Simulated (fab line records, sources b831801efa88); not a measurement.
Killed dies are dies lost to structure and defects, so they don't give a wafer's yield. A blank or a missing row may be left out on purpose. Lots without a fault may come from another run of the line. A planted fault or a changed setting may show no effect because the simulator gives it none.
fab line records | flow gf180mcu
record lots=5 wafers=15 last_day=32
route steps=602 shown CONTACT@293 M1@315
lots that met no fault: from a run of the same line without faults
start_h: hours from the record's first day to the start of the lot's first wafer shown | wait_h: hours since the lot's step before | " the same as in the row above | L1.1+2: a row that stands for several wafers | - no value, or no start given | * or withheld: withheld | < > ~ a bound
route shown NAME@n: a module of which the file shows steps, and the number in the route of the first | usual: mean/standard deviation of fault-free wafers | same: alike in all rows | chamber/n: place in a boat | sites: the reading at each site | _std_site: their standard deviation | _edge_site: outer sites' mean less inner sites' | radius_mm: how far each site lies from the wafer's centre | mask NAME#n: copy n | behind: the tool/chamber that last shaped the wafer | hold: why the lot was held/for how many hours/how that ended | device: the transistor (n, p or np) that didn't switch | end of line: the same wafers' tests at the end of the route | a step without rows: its recipe alone | killed: dies lost to structure and defects at the first sort, not the wafer's yield | map: a wafer's dies, x killed, . not, _ none there
set.NAME: the setting as run; set.NAME@STEP: as run at that earlier step | model.NAME: the simulator's own value behind a step, which no gauge read
lots at some steps of the route; a table a step, a row a wafer
services: from which hour (start_h, from the record's first day; less than 0 if before it) a tool's chamber was out of use, for how many hours, and why
## steps
# step GF_CONTACT_DEHYDRATE_06
# recipe temp_c=200 time_s=60
# usual resist_line_temp_C=22.98/0.11
# columns lot.wafer tool chamber start_h wait_h resist_line_temp_C
L074.1 litho_track-04 0 346.70 10.2 22.92
L074.4 " 0 " " 22.90
L074.6 " 0 " " 22.94
L076.1 litho_track-01 0 373.04 9.9 23.12
L076.2 " 0 " " 23.09
L076.6 " 0 " " 23.18
L082.1 litho_track-04 0 420.35 10.5 22.81
L082.2 " 0 " " 22.93
L082.3 " 0 " " 23.16
L086.2 litho_track-01 0 459.21 11.7 23.08
L086.3 " 0 " " 22.95
L086.4 " 0 " " 23.02
L088.2 litho_track-01 0 473.56 11.0 23.08
L088.4 " 0 " " 23.15
L088.6 " 0 " " 22.97
# step GF_CONTACT_HMDS_07
# recipe prime_time_s=60 prime_temp_c=120
# usual resist_line_temp_C=23.00/0.12
# columns lot.wafer tool chamber start_h wait_h resist_line_temp_C
L074.1 litho_track-04 0 346.85 0.1 23.13
L074.4 " 0 " " 23.21
L074.6 " 0 " " 23.28
L076.1 litho_track-01 0 373.19 0.1 22.89
L076.2 " 0 " " 22.85
L076.6 " 0 " " 22.90
L082.1 litho_track-04 0 420.50 0.1 22.87
L082.2 " 0 " " 22.94
L082.3 " 0 " " 23.05
L086.2 litho_track-01 0 459.36 0.1 23.01
L086.3 " 0 " " 22.99
L086.4 " 0 " " 23.12
L088.2 litho_track-01 0 473.71 0.1 23.18
L088.4 " 0 " " 22.97
L088.6 " 0 " " 23.04
# step GF_CONTACT_COAT_08
# recipe resist=BARC temp_c=withheld time_s=withheld spin_rpm=withheld resist_thk_nm=withheld
# usual resist_line_temp_C=*
# columns lot.wafer tool chamber start_h wait_h resist_line_temp_C
L074.1 litho_track-04 0 347.00 0.1 *
L074.4 " 0 " " *
L074.6 " 0 " " *
L076.1 litho_track-01 0 373.34 0.1 *
L076.2 " 0 " " *
L076.6 " 0 " " *
L082.1 litho_track-04 0 420.65 0.1 *
L082.2 " 0 " " *
L082.3 " 0 " " *
L086.2 litho_track-01 0 459.51 0.1 *
L086.3 " 0 " " *
L086.4 " 0 " " *
L088.2 litho_track-01 0 473.86 0.1 *
L088.4 " 0 " " *
L088.6 " 0 " " *
# step GF_CONTACT_COAT_09
# recipe resist=KrF spin_rpm=withheld resist_thk_nm=1000
# usual resist_line_temp_C=23.03/0.1
# columns lot.wafer tool chamber start_h wait_h resist_line_temp_C
L074.1 litho_track-04 0 - - 22.85
L074.4 " 0 " " 23.20
L074.6 " 0 " " 23.19
L076.1 litho_track-01 0 - - 23.04
L076.2 " 0 " " 23.06
L076.6 " 0 " " 23.08
L082.1 litho_track-04 0 - - 23.05
L082.2 " 0 " " 23.04
L082.3 " 0 " " 22.99
L086.2 litho_track-01 0 - - 23.06
L086.3 " 0 " " 22.97
L086.4 " 0 " " 23.11
L088.2 litho_track-01 0 - - 23.03
L088.4 " 0 " " 23.18
L088.6 " 0 " " 23.21
# step GF_CONTACT_SOFTBAKE_10
# recipe temp_c=130 time_s=60 resist=KrF
# usual resist_line_temp_C=23.01/0.11
# columns lot.wafer tool chamber start_h wait_h resist_line_temp_C
L074.1 litho_track-04 0 - - 23.00
L074.4 " 0 " " 22.94
L074.6 " 0 " " 22.93
L076.1 litho_track-01 0 - - 22.96
L076.2 " 0 " " 23.01
L076.6 " 0 " " 22.85
L082.1 litho_track-04 0 - - 22.90
L082.2 " 0 " " 22.86
L082.3 " 0 " " 22.89
L086.2 litho_track-01 0 - - 22.95
L086.3 " 0 " " 23.04
L086.4 " 0 " " 22.92
L088.2 litho_track-01 0 - - 23.17
L088.4 " 0 " " 23.08
L088.6 " 0 " " 22.91
# step GF_CONTACT_EXPOSE_11
# recipe mask_id=Contact target_cd_nm=220 na=0.68 source_shape=conventional sigma_outer=0.6 dose_mj=38
# columns lot.wafer tool chamber start_h wait_h mask
L074.1+4+6 krf_scanner-02 0 - - Contact#0
L076.1+2+6 krf_scanner-01 0 - - Contact#0
L082.1+2+3 krf_scanner-01 0 - - Contact#0
L086.2+3+4 krf_scanner-01 0 - - Contact#0
L088.2+4+6 krf_scanner-02 0 - - Contact#0
# step GF_CONTACT_PEB_12
# recipe peb_temp_c=135 peb_time_s=90 resist=KrF
# usual resist_line_temp_C=23.00/0.1
# columns lot.wafer tool chamber start_h wait_h resist_line_temp_C
L074.1 litho_track-04 0 - - 23.04
L074.4 " 0 " " 22.99
L074.6 " 0 " " 22.94
L076.1 litho_track-04 0 - - 23.09
L076.2 " 0 " " 23.15
L076.6 " 0 " " 23.08
L082.1 litho_track-04 0 - - 23.10
L082.2 " 0 " " 22.94
L082.3 " 0 " " 23.05
L086.2 litho_track-03 0 - - 23.05
L086.3 " 0 " " 22.97
L086.4 " 0 " " 23.03
L088.2 litho_track-03 0 - - 22.94
L088.4 " 0 " " 22.96
L088.6 " 0 " " 22.82
# step GF_CONTACT_DEVELOP_13
# recipe develop_time_s=60 resist=KrF dev_temp_c=21
# usual resist_line_temp_C=23.04/0.1
# columns lot.wafer tool chamber start_h wait_h resist_line_temp_C
L074.1 litho_track-04 0 357.85 0.2 23.01
L074.4 " 0 " " 22.99
L074.6 " 0 " " 23.26
L076.1 litho_track-04 0 384.60 0.2 23.11
L076.2 " 0 " " 23.15
L076.6 " 0 " " 23.09
L082.1 litho_track-04 0 432.80 0.2 22.88
L082.2 " 0 " " 22.96
L082.3 " 0 " " 22.96
L086.2 litho_track-03 0 471.22 0.2 23.12
L086.3 " 0 " " 22.97
L086.4 " 0 " " 22.89
L088.2 litho_track-03 0 486.17 0.2 23.27
L088.4 " 0 " " 23.04
L088.6 " 0 " " 23.18
# step GF_CONTACT_CD_MEAS_14
# recipe target_cd_nm=220
# usual cd_nm=220.0/1.2
# columns lot.wafer tool chamber start_h wait_h cd_nm
L074.1 cd_sem-01 - 358.00 0.1 220.8
L074.4 " - " " 219.4
L074.6 " - " " 220.7
L076.1 cd_sem-02 - 384.75 0.1 222.0
L076.2 " - " " 220.8
L076.6 " - " " 220.6
L082.1 cd_sem-02 - 432.95 0.1 221.6
L082.2 " - " " 219.7
L082.3 " - " " 220.7
L086.2 cd_sem-02 - 471.37 0.1 222.0
L086.3 " - " " 220.2
L086.4 " - " " 221.6
L088.2 cd_sem-01 - 486.32 0.1 220.1
L088.4 " - " " 220.2
L088.6 " - " " 220.8
# step GF_CONTACT_OVL_MEAS_15
# usual CONTACT_OVL=3/4.6
# columns lot.wafer tool chamber start_h wait_h CONTACT_OVL[nm]
L074.1 overlay-01 - 358.12 0.1 3
L074.4 " - " " 4
L074.6 " - " " 2
L076.1 overlay-02 - 384.87 0.1 9
L076.2 " - " " 6
L076.6 " - " " 11
L082.1 overlay-02 - 433.07 0.1 -3
L082.2 " - " " -8
L082.3 " - " " 7
L086.2 overlay-02 - 471.47 0.1 0
L086.3 " - " " -8
L086.4 " - " " -1
L088.2 overlay-01 - 486.42 0.1 3
L088.4 " - " " -6
L088.6 " - " " 1
# step GF_CONTACT_ETCH_16
# recipe chemistry=N2/H2 target_depth_a=withheld overetch_a=withheld time_s=withheld target=BARC ion_energy_ev=200 source_w=500 bias_w=100 pressure_mtorr=30 n2_flow_sccm=100 h2_flow_sccm=200
# usual drypump_motor_current_A=5.9/0.45 oes_product_au=0.854/0.0045 throttle_valve_pct=13.225/0.008
# columns lot.wafer tool chamber start_h wait_h drypump_motor_current_A oes_product_au throttle_valve_pct
L074.1 rie_diel-03 1 358.16 0.0 6.0 0.854 13.229
L074.4 " 0 " " 5.7 0.857 13.219
L074.6 " 0 " " 5.7 0.858 13.220
L076.1 rie_diel-02 2 384.91 0.0 6.1 0.852 13.220
L076.2 " 0 " " 6.0 0.860 13.234
L076.6 " 3 " " 5.4 0.851 13.222
L082.1 rie_diel-02 2 433.11 0.0 6.1 0.855 13.226
L082.2 " 3 " " 5.3 0.859 13.228
L082.3 " 0 " " 6.0 0.855 13.219
L086.2 rie_diel-02 0 471.50 0.0 6.0 0.851 13.216
L086.3 " 3 " " 5.4 0.854 13.225
L086.4 " 1 " " 6.6 0.847 13.227
L088.2 rie_diel-03 2 486.45 0.0 5.9 0.850 13.223
L088.4 " 3 " " 6.4 0.856 13.239
L088.6 " 1 " " 6.0 0.850 13.216
# step GF_CONTACT_ETCH_17
# recipe chemistry=C4F8/O2/Ar mask_material=KrF target=SiO2 stop_on=CoSi2 source_w=1500 bias_w=1200 pressure_mtorr=40 c4f8_flow_sccm=withheld O2_flow_sccm=6 Ar_flow_sccm=300 time_s=withheld target_depth_a=8600
# usual oes_product_au=0.814/0.0052
# columns lot.wafer tool chamber start_h wait_h oes_product_au
L074.1 rie_diel-03 1 - - 0.816
L074.4 " 0 " " 0.817
L074.6 " 0 " " 0.817
L076.1 rie_diel-02 2 - - 0.813
L076.2 " 0 " " 0.803
L076.6 " 3 " " 0.819
L082.1 rie_diel-02 2 - - 0.808
L082.2 " 3 " " 0.816
L082.3 " 0 " " 0.818
L086.2 rie_diel-02 0 - - 0.820
L086.3 " 3 " " 0.816
L086.4 " 1 " " 0.813
L088.2 rie_diel-03 2 - - 0.816
L088.4 " 3 " " 0.815
L088.6 " 1 " " 0.819
# step GF_CONTACT_STRIP_18
# recipe chemistry=O2/N2 power_w=1400 pressure_mtorr=1500 platen_temp_c=250 o2_flow_sccm=3000 n2_flow_sccm=300 overash_fraction=0.5
# usual drypump_motor_current_A=5.6/0.62 heater_power_w=332/30 o2_flow_sccm=3001/8.9 oes_product_au=0.579/0.0048
# same overash_fraction=0.5
# columns lot.wafer tool chamber start_h wait_h drypump_motor_current_A heater_power_w o2_flow_sccm oes_product_au rf_hours_counter_h
L074.1 plasma_asher-02 0 358.32 - 6.3 323 3002 0.582 70
L074.4 " 1 " " 4.9 300 2999 0.581 -
L074.6 " 0 " " 6.3 323 3006 0.578 -
L076.1 plasma_asher-01 1 385.07 - 5.6 387 3009 0.579 65
L076.2 " 0 " " 5.3 312 2985 0.582 65
L076.6 " 0 " " 5.4 320 2993 0.579 -
L082.1 plasma_asher-04 0 433.27 - 6.3 321 3000 0.586 30
L082.2 " 1 " " 5.0 379 3007 0.583 30
L082.3 " 0 " " 6.3 324 2970 0.577 -
L086.2 plasma_asher-02 0 471.67 - 6.3 303 3000 0.583 4
L086.3 " 0 " " 6.3 307 3005 0.579 -
L086.4 " 1 " " 4.9 309 2993 0.584 -
L088.2 plasma_asher-04 1 486.62 - 4.9 372 3006 0.578 35
L088.4 " 0 " " 6.3 334 3013 0.580 -
L088.6 " 0 " " 6.3 320 2991 0.569 -
# step GF_CONTACT_CLEAN_19
# recipe chemistry=SPM
# columns lot.wafer tool chamber start_h wait_h
L074.1+4+6 wet_bench-03 3 358.42 0.1
L076.1+2+6 wet_bench-02 1 385.17 0.1
L082.1+2+3 wet_bench-01 0 433.37 0.1
L086.2+3+4 wet_bench-03 1 471.77 0.1
L088.2+4+6 wet_bench-01 2 486.72 0.1
# step GF_CONTACT_CLEAN_20
# recipe chemistry=DIW
# columns lot.wafer tool chamber start_h wait_h
L074.1+4+6 wet_bench-01 1 358.51 0.0
L076.1+2+6 wet_bench-03 0 385.26 0.0
L082.1+2+3 wet_bench-02 0 433.46 0.0
L086.2+3+4 wet_bench-01 1 471.86 0.0
L088.2+4+6 wet_bench-03 2 486.81 0.0
# step GF_CONTACT_CLEAN_21
# recipe chemistry=dHF time_s=20 dilution=100:1 dry=ipa_marangoni
# columns lot.wafer tool chamber start_h wait_h
L074.1+4+6 wet_bench-02 2 358.60 0.0
L076.1+2+6 wet_bench-01 1 385.35 0.0
L082.1+2+3 wet_bench-03 0 433.64 0.0
L086.2+3+4 wet_bench-03 0 471.95 0.0
L088.2+4+6 wet_bench-02 2 486.90 0.0
# step GF_CONTACT_SPUTTER_22
# recipe material=Ti target_thk_nm=15 chamber_pressure_pa=5 power_w=2500 substrate_temp_c=200 time_s=80.02
# usual chamber_pressure_pa=5.001/0.0096 throttle_valve_pct=30.0/1
# columns lot.wafer tool chamber start_h wait_h chamber_pressure_pa throttle_valve_pct
L074.1 pvd_sputter-01 - 358.62 0.0 4.999 30.9
L074.4 " - " " 4.999 29.0
L074.6 " - " " 5.023 29.2
L076.1 pvd_sputter-04 - 385.37 0.0 4.997 29.7
L076.2 " - " " 4.993 29.7
L076.6 " - " " 4.996 28.1
L082.1 pvd_sputter-04 - 433.66 0.0 5.012 29.9
L082.2 " - " " 4.993 29.4
L082.3 " - " " 4.995 31.1
L086.2 pvd_sputter-02 - 471.96 0.0 4.990 29.7
L086.3 " - " " 5.002 31.1
L086.4 " - " " 5.002 31.4
L088.2 pvd_sputter-02 - 486.91 0.0 4.987 31.2
L088.4 " - " " 5.002 29.4
L088.6 " - " " 5.016 29.9
# step GF_CONTACT_SPUTTER_23
# recipe material=TiN target_thk_nm=10 chamber_pressure_pa=5 power_w=4000 time_s=40
# usual chamber_pressure_pa=5.000/0.0097 throttle_valve_pct=30.0/1
# columns lot.wafer tool chamber start_h wait_h chamber_pressure_pa throttle_valve_pct
L074.1 pvd_sputter-01 - 358.68 0.0 4.999 30.8
L074.4 " - " " 5.000 29.1
L074.6 " - " " 4.989 29.0
L076.1 pvd_sputter-04 - 385.43 0.0 4.999 29.7
L076.2 " - " " 5.004 29.3
L076.6 " - " " 5.008 28.3
L082.1 pvd_sputter-04 - 433.72 0.0 4.987 29.9
L082.2 " - " " 5.006 29.2
L082.3 " - " " 4.998 31.0
L086.2 pvd_sputter-02 - 472.02 0.0 5.018 29.9
L086.3 " - " " 5.008 31.4
L086.4 " - " " 5.017 31.4
L088.2 pvd_sputter-02 - 486.97 0.0 4.990 31.3
L088.4 " - " " 5.000 30.0
L088.6 " - " " 4.994 29.7
# step GF_CONTACT_CVD_24
# recipe material=W target_thk_nm=300 time_s=90.339 temp_c=400 pressure_torr=40
# usual heater_power_w=837/64
# columns lot.wafer tool chamber start_h wait_h heater_power_w
L074.1 cvd_w-01 0 358.72 0.0 755
L074.4 " 1 " " 821
L074.6 " 0 " " 777
L076.1 cvd_w-01 1 385.47 0.0 826
L076.2 " 0 " " 766
L076.6 " 1 " " 850
L082.1 cvd_w-02 1 433.76 0.0 876
L082.2 " 0 " " 933
L082.3 " 0 " " 943
L086.2 cvd_w-01 1 472.06 0.0 824
L086.3 " 0 " " 764
L086.4 " 1 " " 844
L088.2 cvd_w-01 1 487.01 0.0 858
L088.4 " 1 " " 834
L088.6 " 1 " " 855
# step GF_CONTACT_RS_MEAS_25
# recipe thk_meas_gauge=four-point-probe reads=W_of_CONTACT_CVD_24+TiN_of_CONTACT_SPUTTER_23+Ti_of_CONTACT_SPUTTER_22
# usual CONTACT_W_RS=0.384/0.0039
# columns lot.wafer tool chamber start_h wait_h CONTACT_W_RS[ohm/sq]
L074.1 film_metro-03 - 358.82 0.1 0.386
L074.4 " - " " 0.380
L074.6 " - " " 0.380
L076.1 film_metro-03 - 385.57 0.1 0.383
L076.2 " - " " 0.391
L076.6 " - " " 0.382
L082.1 film_metro-03 - 433.86 0.1 0.384
L082.2 " - " " 0.377
L082.3 " - " " 0.373
L086.2 film_metro-03 - 472.18 0.1 0.382
L086.3 " - " " 0.384
L086.4 " - " " 0.384
L088.2 film_metro-01 - 487.13 0.1 0.383
L088.4 " - " " 0.380
L088.6 " - " " 0.387
# step GF_CONTACT_THK_MEAS_26
# recipe thk_meas_gauge=xrf reads=W_of_CONTACT_CVD_24
# usual CONTACT_W_THK=295/4.5
# columns lot.wafer tool chamber start_h wait_h CONTACT_W_THK[nm]
L074.1 film_metro-03 - 358.94 0.1 292
L074.4 " - " " 298
L074.6 " - " " 297
L076.1 film_metro-03 - 385.69 0.1 294
L076.2 " - " " 286
L076.6 " - " " 294
L082.1 film_metro-03 - 433.98 0.1 295
L082.2 " - " " 300
L082.3 " - " " 301
L086.2 film_metro-03 - 472.29 0.1 295
L086.3 " - " " 295
L086.4 " - " " 294
L088.2 film_metro-01 - 487.24 0.1 294
L088.4 " - " " 296
L088.6 " - " " 293
# step GF_CONTACT_CMP_27
# recipe stop_on=SiO2 down_force_psi=3.5 platen_rpm=60 t_overpolish_s=15 target_thk_nm=0 pad_velocity_m_s=0.94248
# usual motor_current_A=11.0/1.3 overpolish_run_s=15.000/0.0097 platen_rpm=60.00/0.04 slurry_filter_dp_kPa=13.51/0.13 time_to_endpoint_s=71/3.8
# columns lot.wafer tool chamber start_h wait_h motor_current_A overpolish_run_s platen_rpm slurry_filter_dp_kPa time_to_endpoint_s
L074.4 cmp-02 2 359.10 0.1 10.2 14.997 60.03 13.54 70
L074.1 " 3 " " 11.9 15.002 60.00 13.43 71
L074.6 " 1 " " 9.4 14.997 59.95 13.41 70
L076.2 cmp-02 3 385.75 0.0 12.4 14.998 59.96 13.47 66
L076.1 " 0 " " 11.2 15.020 60.04 13.76 70
L076.6 " 3 " " 12.0 14.995 59.97 13.63 70
L082.3 cmp-02 1 434.04 0.0 9.3 14.997 60.00 13.86 72
L082.1 " 3 " " 12.2 15.012 60.01 13.36 67
L082.2 " 0 " " 11.1 14.996 60.05 13.65 70
L086.2 cmp-01 3 473.58 1.3 10.5 15.006 60.00 13.62 72
L086.4 " 0 " " 9.5 14.993 60.01 13.58 74
L086.3 " 1 " " 13.7 15.001 60.01 13.51 70
L088.4 cmp-01 3 487.34 0.1 11.3 14.999 59.95 13.56 72
L088.2 " 0 " " 10.4 14.998 60.04 13.47 74
L088.6 " 2 " " 9.6 15.014 60.04 13.48 69
# step GF_M1_SPUTTER_00
# recipe material=Ti target_thk_nm=37.5 arriving_ion_energy_ev=80 substrate_temp_c=200 chamber_pressure_pa=2 power_w=4000 time_s=150
# usual chamber_pressure_pa=2.000/0.0038 throttle_valve_pct=29.7/0.89
# columns lot.wafer tool chamber start_h wait_h chamber_pressure_pa throttle_valve_pct
L074.1 pvd_sputter-04 - 359.30 0.1 1.999 29.9
L074.4 " - " " 1.999 30.9
L074.6 " - " " 2.007 29.6
L076.1 pvd_sputter-01 - 386.05 0.2 1.997 30.9
L076.2 " - " " 2.003 28.6
L076.6 " - " " 1.996 28.9
L082.1 pvd_sputter-03 - 434.34 0.1 1.994 30.7
L082.2 " - " " 1.994 30.8
L082.3 " - " " 2.003 29.0
L086.2 pvd_sputter-04 - 473.83 0.2 1.997 29.6
L086.3 " - " " 1.999 29.4
L086.4 " - " " 2.000 30.9
L088.2 pvd_sputter-03 - 487.59 0.1 1.998 30.9
L088.4 " - " " 2.000 30.8
L088.6 " - " " 2.004 29.2
# step GF_M1_SPUTTER_01
# recipe material=TiN target_thk_nm=30 power_w=6500 time_s=25 chamber_pressure_pa=0.4
# usual chamber_pressure_pa=0.4000/0.00091 throttle_valve_pct=29.8/0.89
# columns lot.wafer tool chamber start_h wait_h chamber_pressure_pa throttle_valve_pct
L074.1 pvd_sputter-04 - 359.40 0.1 0.4006 29.8
L074.4 " - " " 0.4014 31.0
L074.6 " - " " 0.4008 29.9
L076.1 pvd_sputter-01 - 386.15 0.1 0.3971 30.8
L076.2 " - " " 0.4001 29.1
L076.6 " - " " 0.3999 29.1
L082.1 pvd_sputter-03 - 434.44 0.1 0.3971 30.5
L082.2 " - " " 0.3996 31.1
L082.3 " - " " 0.3995 29.0
L086.2 pvd_sputter-04 - 473.93 0.1 0.3998 29.6
L086.3 " - " " 0.3993 29.1
L086.4 " - " " 0.4005 30.6
L088.2 pvd_sputter-03 - 487.69 0.1 0.4006 30.9
L088.4 " - " " 0.3989 30.5
L088.6 " - " " 0.4010 28.9
# step GF_M1_SPUTTER_02
# recipe material=AlCu target_thk_nm=450 power_w=10600 time_s=23.9 chamber_pressure_pa=0.4
# usual chamber_pressure_pa=0.4000/0.00072 throttle_valve_pct=29.8/0.86
# columns lot.wafer tool chamber start_h wait_h chamber_pressure_pa throttle_valve_pct
L074.1 pvd_sputter-04 - 359.43 0.0 0.4003 29.9
L074.4 " - " " 0.4008 31.0
L074.6 " - " " 0.4000 29.8
L076.1 pvd_sputter-01 - 386.19 0.0 0.3997 30.5
L076.2 " - " " 0.3998 29.0
L076.6 " - " " 0.3995 29.1
L082.1 pvd_sputter-03 - 434.47 0.0 0.3996 30.7
L082.2 " - " " 0.3998 30.8
L082.3 " - " " 0.4004 29.0
L086.2 pvd_sputter-04 - 473.96 0.0 0.4002 30.0
L086.3 " - " " 0.3996 29.4
L086.4 " - " " 0.4001 30.9
L088.2 pvd_sputter-03 - 487.72 0.0 0.4011 30.7
L088.4 " - " " 0.3998 30.7
L088.6 " - " " 0.3990 29.0
# step GF_M1_SPUTTER_03
# recipe material=Ti target_thk_nm=10 substrate_temp_c=300 chamber_pressure_pa=0.3 power_w=3000 time_s=6.7
# usual chamber_pressure_pa=0.3000/0.0006 throttle_valve_pct=29.8/0.89
# columns lot.wafer tool chamber start_h wait_h chamber_pressure_pa throttle_valve_pct
L074.1 pvd_sputter-04 - 359.46 0.0 0.2989 29.7
L074.4 " - " " 0.2996 31.2
L074.6 " - " " 0.2984 30.2
L076.1 pvd_sputter-01 - 386.22 0.0 0.3008 31.1
L076.2 " - " " 0.2998 28.8
L076.6 " - " " 0.2996 29.0
L082.1 pvd_sputter-03 - 434.50 0.0 0.2997 30.7
L082.2 " - " " 0.3004 30.8
L082.3 " - " " 0.3002 28.8
L086.2 pvd_sputter-04 - 473.99 0.0 0.3001 30.1
L086.3 " - " " 0.2992 29.4
L086.4 " - " " 0.3008 30.7
L088.2 pvd_sputter-03 - 487.75 0.0 0.3004 30.9
L088.4 " - " " 0.2998 30.9
L088.6 " - " " 0.2991 28.8
# step GF_M1_SPUTTER_04
# recipe material=TiN target_thk_nm=50 power_w=6500 time_s=41.7 chamber_pressure_pa=0.4
# usual chamber_pressure_pa=0.4000/0.00069 throttle_valve_pct=29.8/0.89
# columns lot.wafer tool chamber start_h wait_h chamber_pressure_pa throttle_valve_pct
L074.1 pvd_sputter-04 - 359.48 0.0 0.3995 29.9
L074.4 " - " " 0.3993 30.7
L074.6 " - " " 0.3998 29.7
L076.1 pvd_sputter-01 - 386.24 0.0 0.4002 31.2
L076.2 " - " " 0.3991 28.5
L076.6 " - " " 0.4015 28.7
L082.1 pvd_sputter-03 - 434.52 0.0 0.3995 30.6
L082.2 " - " " 0.4002 30.9
L082.3 " - " " 0.3997 29.1
L086.2 pvd_sputter-04 - 474.01 0.0 0.4003 30.0
L086.3 " - " " 0.4011 29.2
L086.4 " - " " 0.4007 31.0
L088.2 pvd_sputter-03 - 487.77 0.0 0.3991 31.0
L088.4 " - " " 0.4001 30.9
L088.6 " - " " 0.3999 28.8
# step GF_M1_RS_MEAS_05
# recipe thk_meas_gauge=four-point-probe reads=TiN_of_M1_SPUTTER_04+Ti_of_M1_SPUTTER_03+AlCu_of_M1_SPUTTER_02+TiN_of_M1_SPUTTER_01+Ti_of_M1_SPUTTER_00
# usual M1_ALCU_RS=0.0689/0.00063
# columns lot.wafer tool chamber start_h wait_h M1_ALCU_RS[ohm/sq]
L074.1 film_metro-04 - 359.52 0.0 0.0692
L074.4 " - " " 0.0692
L074.6 " - " " 0.0688
L076.1 film_metro-02 - 386.29 0.0 0.0696
L076.2 " - " " 0.0688
L076.6 " - " " 0.0686
L082.1 film_metro-03 - 434.56 0.0 0.0695
L082.2 " - " " 0.0689
L082.3 " - " " 0.0688
L086.2 film_metro-02 - 474.07 0.0 0.0691
L086.3 " - " " 0.0690
L086.4 " - " " 0.0687
L088.2 film_metro-03 - 487.83 0.0 0.0689
L088.4 " - " " 0.0685
L088.6 " - " " 0.0687
# step GF_M1_THK_MEAS_06
# recipe thk_meas_gauge=xrf reads=AlCu_of_M1_SPUTTER_02
# usual M1_ALCU_THK=461/6.3
# columns lot.wafer tool chamber start_h wait_h M1_ALCU_THK[nm]
L074.1 film_metro-04 - 359.64 0.1 462
L074.4 " - " " 463
L074.6 " - " " 464
L076.1 film_metro-02 - 386.41 0.1 462
L076.2 " - " " 466
L076.6 " - " " 466
L082.1 film_metro-03 - 434.68 0.1 452
L082.2 " - " " 457
L082.3 " - " " 455
L086.2 film_metro-02 - 474.18 0.1 464
L086.3 " - " " 463
L086.4 " - " " 465
L088.2 film_metro-03 - 487.94 0.1 456
L088.4 " - " " 459
L088.6 " - " " 458
# step GF_M1_DEHYDRATE_07
# recipe temp_c=200 time_s=60
# usual resist_line_temp_C=23.00/0.11
# columns lot.wafer tool chamber start_h wait_h resist_line_temp_C
L074.1 litho_track-03 0 370.35 10.7 23.20
L074.4 " 0 " " 23.24
L074.6 " 0 " " 23.26
L076.1 litho_track-03 0 397.25 10.8 22.84
L076.2 " 0 " " 23.05
L076.6 " 0 " " 22.84
L082.1 litho_track-03 0 446.05 11.4 22.87
L082.2 " 0 " " 22.94
L082.3 " 0 " " 22.89
L086.2 litho_track-02 0 485.21 11.0 22.94
L086.3 " 0 " " 22.95
L086.4 " 0 " " 22.98
L088.2 litho_track-02 0 499.11 11.2 23.23
L088.4 " 0 " " 23.10
L088.6 " 0 " " 23.15
# step GF_M1_HMDS_08
# recipe prime_time_s=60 prime_temp_c=120
# usual resist_line_temp_C=23.02/0.11
# columns lot.wafer tool chamber start_h wait_h resist_line_temp_C
L074.1 litho_track-03 0 370.50 0.1 22.89
L074.4 " 0 " " 23.01
L074.6 " 0 " " 23.20
L076.1 litho_track-03 0 397.40 0.1 22.83
L076.2 " 0 " " 22.91
L076.6 " 0 " " 22.99
L082.1 litho_track-03 0 446.20 0.1 23.18
L082.2 " 0 " " 23.18
L082.3 " 0 " " 23.10
L086.2 litho_track-02 0 485.36 0.1 22.88
L086.3 " 0 " " 22.94
L086.4 " 0 " " 22.94
L088.2 litho_track-02 0 499.26 0.1 22.95
L088.4 " 0 " " 22.96
L088.6 " 0 " " 22.93
# step GF_M1_COAT_09
# recipe resist=KrF spin_rpm=withheld resist_thk_nm=1000
# usual resist_line_temp_C=23.00/0.12
# columns lot.wafer tool chamber start_h wait_h resist_line_temp_C
L074.1 litho_track-03 0 370.65 0.1 23.12
L074.4 " 0 " " 23.04
L074.6 " 0 " " 23.14
L076.1 litho_track-03 0 397.55 0.1 23.18
L076.2 " 0 " " 23.14
L076.6 " 0 " " 23.01
L082.1 litho_track-03 0 446.35 0.1 23.04
L082.2 " 0 " " 22.97
L082.3 " 0 " " 23.13
L086.2 litho_track-02 0 485.51 0.1 23.06
L086.3 " 0 " " 23.22
L086.4 " 0 " " 23.14
L088.2 litho_track-02 0 499.41 0.1 23.03
L088.4 " 0 " " 22.89
L088.6 " 0 " " 22.92
# step GF_M1_SOFTBAKE_10
# recipe temp_c=130 time_s=60 resist=KrF
# usual resist_line_temp_C=23.01/0.099
# columns lot.wafer tool chamber start_h wait_h resist_line_temp_C
L074.1 litho_track-03 0 370.80 0.1 22.97
L074.4 " 0 " " 23.00
L074.6 " 0 " " 23.05
L076.1 litho_track-03 0 397.70 0.1 22.84
L076.2 " 0 " " 22.85
L076.6 " 0 " " 22.71
L082.1 litho_track-03 0 446.50 0.1 22.90
L082.2 " 0 " " 22.95
L082.3 " 0 " " 22.95
L086.2 litho_track-02 0 485.66 0.1 23.16
L086.3 " 0 " " 23.03
L086.4 " 0 " " 23.09
L088.2 litho_track-02 0 499.56 0.1 23.21
L088.4 " 0 " " 23.25
L088.6 " 0 " " 23.23
# step GF_M1_EXPOSE_11
# recipe mask_id=Metal1 target_cd_nm=230 na=0.68 source_shape=conventional sigma_outer=0.6 dose_mj=28
# columns lot.wafer tool chamber start_h wait_h mask
L074.1+4+6 krf_scanner-02 0 - - Metal1#0
L076.1+2+6 krf_scanner-01 0 - - Metal1#0
L082.1+2+3 krf_scanner-01 0 - - Metal1#0
L086.2+3+4 krf_scanner-01 0 - - Metal1#0
L088.2+4+6 krf_scanner-01 0 - - Metal1#0
## services
# columns tool chamber start_h hours kind
pvd_sputter-03 - 327.14 2.3 repair
rie_diel-02 0 337.98 1.8 repair
cvd_w-01 - 340.43 6.9 pm
pvd_sputter-03 - 353.72 4.5 repair
pvd_sputter-04 - 374.28 3.4 repair
pvd_sputter-04 - 375.67 7.1 repair
pvd_sputter-03 - 377.26 0.9 repair
rie_diel-02 - 393.31 2.8 pm
krf_scanner-01 - 394.15 0.9 repair
krf_scanner-02 - 399.82 0.8 pm
pvd_sputter-02 - 402.21 1.3 repair
cmp-02 - 404.00 4.0 pm
krf_scanner-02 - 404.63 1.3 pm
rie_diel-02 3 407.37 4.5 repair
krf_scanner-01 - 416.47 1.0 pm
pvd_sputter-03 - 421.23 1.8 repair
cmp-02 - 422.52 0.3 repair
wet_bench-01 - 437.32 1.4 repair
wet_bench-03 - 452.08 1.9 pm
rie_diel-03 0 456.12 9.7 repair
krf_scanner-01 - 468.27 0.8 pm
krf_scanner-01 - 471.25 1.3 pm
pvd_sputter-01 - 471.88 3.3 repair
wet_bench-01 - 478.55 2.0 repair
## key
fault none
